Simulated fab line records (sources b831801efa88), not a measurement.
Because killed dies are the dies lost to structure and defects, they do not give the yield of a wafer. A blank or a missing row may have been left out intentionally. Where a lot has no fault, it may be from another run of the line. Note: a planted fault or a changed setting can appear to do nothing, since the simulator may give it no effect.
Struck lot and sound lot, side by side    flow sky130    15 steps out of a route of 708
Sound: wafers L954.2, L954.3, L954.4. Struck: wafers L955.2, L955.5, L955.6. The cause is named last.
At each step with rows: each side's tool, then ch and its chambers, then its first start. Under that, the readings that differ: sound wafers    struck wafers    difference of the means    sigmas: that difference in standard deviations of wafers without a fault.
alike: a reading whose means differ by less than 2 such deviations, as well as words and numbers matching on both sides. not compared: withheld readings; readings where some wafer has no value; bounds like >300 that might hide an equal value; numbers whose values overlap and for which the record gives no deviation.
Wherever a step has rows on one side only, a row that says differs or no value, or a row with sigmas, the two part there. When numbers do not overlap yet have no deviation, they are printed without sigmas and do not part them. Lack of a reading on every wafer of one side parts them only where that side has two or more wafers.

SKY_LDD_HVN_OVL_MEAS_07:
  sound on overlay-01 at day 21 22:08; struck on overlay-02 at day 22 03:30
  alike: LDD_HVN_OVL
then, 1 step without rows for these wafers: SKY_LDD_HVN_IMPLANT_08.
SKY_LDD_HVN_STRIP_09: strips in O2/N2.
  sound on plasma asher-03 ch 0,1, day 21 22:19; struck on plasma asher-03 ch 0,1, day 22 03:41
reading              sound           struck          difference  sigmas
o2 flow sccm (sccm)  3016 3004 3017  2989 2996 2978  -25         -3
  alike: drypump motor current A, oes product au, strip time to endpoint s
  not compared: rf hours counter h
SKY_LDD_HVN_TW_MEAS_10:
  sound on film metro-03 at day 21 22:26; struck on film metro-02 at day 22 03:47
reading     sound           struck          difference  sigmas
LDD_HVN_TW  1440 1439 1443  1467 1476 1472  +31         +3
then, 7 steps without rows for these wafers: SKY_LDD_HVP_DEHYDRATE_00 (time 60 s); SKY_LDD_HVP_HMDS_01 (prime time 60 s); SKY_LDD_HVP_COAT_02 (resist thk 300 nm); SKY_LDD_HVP_SOFTBAKE_03 (time 60 s); SKY_LDD_HVP_EXPOSE_04 (exposes mask HVPTM, target cd 700 nm); SKY_LDD_HVP_PEB_05; SKY_LDD_HVP_DEVELOP_06 (develop time 60 s).
SKY_LDD_HVP_OVL_MEAS_07:
  sound on overlay-02 at day 23 04:11; struck on overlay-01 at day 23 10:06
  alike: LDD_HVP_OVL
SKY_LDD_HVP_IMPLANT_08:
  struck on implanter-01, day 23 10:09; sound on implanter-03 ch 0, day 23 04:14
  no value came back on the struck wafers for beam energy keV, beam on s (s), dose ions cm2; on the sound wafers beam energy keV reads 19.997 19.988 20.000
SKY_LDD_HVP_STRIP_09: strips in O2/N2.
  sound on plasma asher-04 ch 0,1, day 23 04:22; struck on plasma asher-03 ch 0,1, day 23 10:17
  alike: drypump motor current A, o2 flow sccm, oes product au, strip time to endpoint s
  not compared: rf hours counter h
SKY_LDD_HVP_TW_MEAS_10:
  sound on film metro-03 at day 23 04:32; struck on film metro-04 at day 23 10:23
reading     sound        struck    difference  sigmas
LDD_HVP_TW  456 456 456  30 30 30  -426        -93

## WHERE THEY PART
At SKY_LDD_HVN_STRIP_09 first; at SKY_LDD_HVP_TW_MEAS_10 last (within this record only).

WHY: what had been put in by the simulator
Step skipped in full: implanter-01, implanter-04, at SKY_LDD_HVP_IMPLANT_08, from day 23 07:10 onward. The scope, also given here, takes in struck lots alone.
